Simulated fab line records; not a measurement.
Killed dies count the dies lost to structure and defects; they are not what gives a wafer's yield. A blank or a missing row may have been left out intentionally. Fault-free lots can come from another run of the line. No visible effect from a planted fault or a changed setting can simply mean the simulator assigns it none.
The tool behind it: which one? | flow sky130 | 72 wafers from 24 lots sampled at 5 of the route's 708 steps

## WHAT EACH GAUGE READ, for each wafer
SKY_CAPM_THK_MEAS_01.
lot  | measured     | on            | CAPM_CVD_00_THK (nm)
L074 | day 36 00:59 | film metro-04 | 15.39 15.29 15.67
L075 | day 36 15:52 | film metro-02 | 15.26 15.39 15.65
L076 | day 37 02:58 | film metro-04 | 15.25 15.22 15.32
L077 | day 37 06:45 | film metro-04 | 15.19 15.31 15.43
L078 | day 37 21:02 | film metro-01 | 15.02 15.10 15.31
L080 | day 38 02:02 | film metro-02 | 15.35 15.67 15.69
L079 | day 38 05:13 | film metro-02 | 15.54 15.95 15.91
L081 | day 38 15:01 | film metro-04 | 15.25 15.39 15.25
L082 | day 39 01:25 | film metro-04 | 15.79 15.45 15.70
L083 | day 39 10:56 | film metro-04 | 15.39 15.53 16.00
L084 | day 39 18:29 | film metro-01 | 15.70 15.78 15.78
L085 | day 40 01:23 | film metro-02 | 15.40 15.44 15.71
L086 | day 40 04:29 | film metro-04 | 15.36 15.78 15.93
L088 | day 40 17:02 | film metro-04 | 15.54 15.57 15.82
L089 | day 41 01:40 | film metro-01 | 15.57 15.33 15.74
L090 | day 41 02:02 | film metro-01 | 14.88 15.41 15.64
L087 | day 41 07:02 | film metro-01 | 15.35 15.36 15.44
L091 | day 41 09:56 | film metro-02 | 15.23 15.32 15.32
L092 | day 41 14:37 | film metro-04 | 15.72 15.45 15.51
L093 | day 41 23:30 | film metro-01 | 15.62 15.51 15.84
L094 | day 42 11:14 | film metro-01 | 15.46 15.48 15.69
L095 | day 42 11:16 | film metro-04 | 15.57 15.52 15.57
L096 | day 42 19:17 | film metro-02 | 15.08 15.40 15.32
L097 | day 42 23:40 | film metro-01 | 15.46 15.64 15.66

SKY_CAPM_RS_MEAS_03: measures by four-point-probe.
lot  | measured     | on            | CAPM_TIN_RS (ohm/sq)
L074 | day 36 01:09 | film metro-02 | 6.92 6.93 6.98
L075 | day 36 16:02 | film metro-04 | 6.94 6.97 6.97
L076 | day 37 03:08 | film metro-01 | 7.00 7.05 7.04
L077 | day 37 06:56 | film metro-02 | 6.89 6.88 6.88
L078 | day 37 21:12 | film metro-01 | 6.88 6.91 6.93
L080 | day 38 02:13 | film metro-01 | 6.87 6.84 6.90
L079 | day 38 05:25 | film metro-01 | 7.00 6.91 6.98
L081 | day 38 15:13 | film metro-01 | 6.93 6.92 6.83
L082 | day 39 01:35 | film metro-01 | 7.02 6.91 6.96
L083 | day 39 11:07 | film metro-01 | 6.87 6.96 6.86
L084 | day 39 18:41 | film metro-02 | 6.98 6.98 7.00
L085 | day 40 01:33 | film metro-02 | 7.02 6.99 7.01
L086 | day 40 04:39 | film metro-02 | 7.02 6.96 6.95
L088 | day 40 17:12 | film metro-01 | 6.89 6.98 6.99
L089 | day 41 01:50 | film metro-02 | 6.91 6.85 6.88
L090 | day 41 02:13 | film metro-04 | 7.06 7.02 7.04
L087 | day 41 07:13 | film metro-04 | 6.98 7.00 6.99
L091 | day 41 10:07 | film metro-01 | 6.87 6.81 6.85
L092 | day 41 14:49 | film metro-01 | 7.02 7.01 7.01
L093 | day 41 23:40 | film metro-02 | 6.88 6.90 6.89
L094 | day 42 11:25 | film metro-01 | 6.91 6.90 6.92
L095 | day 42 11:28 | film metro-04 | 6.92 6.90 6.91
L096 | day 42 19:28 | film metro-01 | 6.98 7.00 7.00
L097 | day 42 23:51 | film metro-02 | 6.90 6.95 6.92

SKY_CAPM_THK_MEAS_04: measures by xrf.
lot  | measured     | on            | CAPM_TIN_THK (nm)
L074 | day 36 01:16 | film metro-02 | 197.6 197.0 196.1
L075 | day 36 16:09 | film metro-04 | 196.2 195.1 195.6
L076 | day 37 03:16 | film metro-01 | 196.2 194.6 195.9
L077 | day 37 07:02 | film metro-02 | 200.2 199.7 200.5
L078 | day 37 21:19 | film metro-01 | 199.5 199.9 198.6
L080 | day 38 02:19 | film metro-01 | 201.0 202.4 200.8
L079 | day 38 05:31 | film metro-01 | 197.4 199.3 197.2
L081 | day 38 15:19 | film metro-01 | 198.5 200.0 202.5
L082 | day 39 01:43 | film metro-01 | 195.8 198.1 197.1
L083 | day 39 11:13 | film metro-01 | 200.1 198.5 200.9
L084 | day 39 18:46 | film metro-02 | 196.3 195.6 195.8
L085 | day 40 01:40 | film metro-02 | 196.6 196.7 195.9
L086 | day 40 04:46 | film metro-02 | 195.3 197.5 197.4
L088 | day 40 17:19 | film metro-01 | 199.8 196.2 196.1
L089 | day 41 01:58 | film metro-02 | 198.2 199.2 200.1
L090 | day 41 02:20 | film metro-04 | 192.5 193.7 193.6
L087 | day 41 07:20 | film metro-04 | 195.9 194.7 194.2
L091 | day 41 10:13 | film metro-01 | 200.3 203.3 201.2
L092 | day 41 14:54 | film metro-01 | 197.3 197.4 196.9
L093 | day 41 23:47 | film metro-02 | 199.5 198.0 198.9
L094 | day 42 11:32 | film metro-01 | 199.4 199.9 199.6
L095 | day 42 11:34 | film metro-04 | 196.4 197.4 197.2
L096 | day 42 19:34 | film metro-01 | 197.6 196.5 197.2
L097 | day 42 23:58 | film metro-02 | 198.2 197.6 197.5

SKY_METAL4_OVL_MEAS_14.
lot  | measured     | on         | METAL4_OVL (nm)
L074 | day 41 11:18 | overlay-02 | -1 -6 -11
L075 | day 42 00:36 | overlay-02 | 9 3 9
L076 | day 42 12:09 | overlay-02 | -2 -9 -1
L077 | day 42 13:55 | overlay-02 | 6 9 9
L078 | day 43 02:39 | overlay-01 | -3 3 1
L080 | day 43 06:37 | overlay-02 | -1 0 0
L079 | day 43 11:31 | overlay-01 | 2 -2 -2
L081 | day 43 18:00 | overlay-01 | -5 -8 -5
L082 | day 44 03:56 | overlay-02 | 3 -5 0
L083 | day 44 13:06 | overlay-02 | -2 -2 1
L084 | day 44 20:40 | overlay-01 | 4 8 5
L085 | day 45 01:08 | overlay-01 | 2 -7 -4
L086 | day 45 02:36 | overlay-02 | -4 -3 -7
L088 | day 45 14:48 | overlay-02 | -2 -6 -8
L089 | day 45 23:08 | overlay-02 | 0 1 -10
L090 | day 45 23:30 | overlay-01 | 12 1 7
L087 | day 46 04:09 | overlay-01 | 1 3 -1
L091 | day 46 06:10 | overlay-02 | -3 2 -3
L092 | day 46 10:04 | overlay-01 | -7 -2 -6
L093 | day 46 19:12 | overlay-02 | -5 0 -6
L094 | day 47 03:54 | overlay-02 | 1 -5 -3
L095 | day 47 04:19 | overlay-02 | 5 1 7
L096 | day 47 10:39 | overlay-02 | -2 -7 -6
L097 | day 47 14:48 | overlay-02 | 0 -5 0

## EACH LOT AND THE TOOL THAT RAN IT (in order: tool; ch and the chambers of the sampled wafers; start)
lot  | SKY_METAL3_SPUTTER_01
L074 | pvd sputter-02, day 36 00:50
L075 | pvd sputter-01, day 36 15:42
L076 | pvd sputter-01, day 37 02:49
L077 | pvd sputter-02, day 37 06:35
L078 | pvd sputter-01, day 37 20:53
L080 | pvd sputter-02, day 38 01:52
L079 | pvd sputter-01, day 38 05:03
L081 | pvd sputter-01, day 38 14:50
L082 | pvd sputter-04, day 39 01:16
L083 | pvd sputter-02, day 39 10:46
L084 | pvd sputter-02, day 39 18:17
L085 | pvd sputter-04, day 40 01:13
L086 | pvd sputter-02, day 40 04:19
L088 | pvd sputter-04, day 40 16:52
L089 | pvd sputter-02, day 41 01:31
L090 | pvd sputter-04, day 41 01:52
L087 | pvd sputter-02, day 41 06:53
L091 | pvd sputter-02, day 41 09:46
L092 | pvd sputter-04, day 41 14:25
L093 | pvd sputter-02, day 41 23:20
L094 | pvd sputter-04, day 42 11:05
L095 | pvd sputter-02, day 42 11:05
L096 | pvd sputter-02, day 42 19:07
L097 | pvd sputter-01, day 42 23:30
- SKY_METAL3_SPUTTER_01: material TiN, target thk 20 nm, time 16.7 s.

## AS READ BY THE TOOLS THEMSELVES (means over the sampled wafers that have a number; for cases with no such wafer, the mark the record gives instead)
SKY_METAL3_SPUTTER_01.
lot  | tool           | throttle valve pct (%)
L074 | pvd sputter-02 | 29.2
L075 | pvd sputter-01 | 30.4
L076 | pvd sputter-01 | 31.0
L077 | pvd sputter-02 | 30.1
L078 | pvd sputter-01 | 30.6
L080 | pvd sputter-02 | 28.8
L079 | pvd sputter-01 | 30.3
L081 | pvd sputter-01 | 30.8
L082 | pvd sputter-04 | 30.1
L083 | pvd sputter-02 | 29.6
L084 | pvd sputter-02 | 29.3
L085 | pvd sputter-04 | 30.2
L086 | pvd sputter-02 | 29.5
L088 | pvd sputter-04 | 30.1
L089 | pvd sputter-02 | 29.7
L090 | pvd sputter-04 | 30.0
L087 | pvd sputter-02 | 29.4
L091 | pvd sputter-02 | 29.2
L092 | pvd sputter-04 | 30.1
L093 | pvd sputter-02 | 28.9
L094 | pvd sputter-04 | 30.2
L095 | pvd sputter-02 | 30.6
L096 | pvd sputter-02 | 29.6
L097 | pvd sputter-01 | 30.7

## THE ANSWER, worked out from the rows above alone
Rule: the lots themselves supply what counts as usual. The widest of any qualifying gaps counts: lots, ordered by their means at a reading, are off when they make up no more than a third of the lots, leave a main group of 4 or more, and stand apart from it by 3 or more times the standard deviation of that group's means. Not used: any main group whose means are identical at the precision the tables above print for the reading. Also off: a lot with no number at a reading for which 4 or more lots have one. All remaining lots with rows at the step are treated as sound. After the gauges, taken in route order, come the tools' own readings; for these a lot's mean is taken, as printed above. The first step at which some lot is off is used, and at that step the reading that is off furthest; a lot without a number counts as furthest.
Nothing can be told from this: no lot is off at any reading shown.

## WHAT HAD BEEN PUT IN BY THE SIMULATOR
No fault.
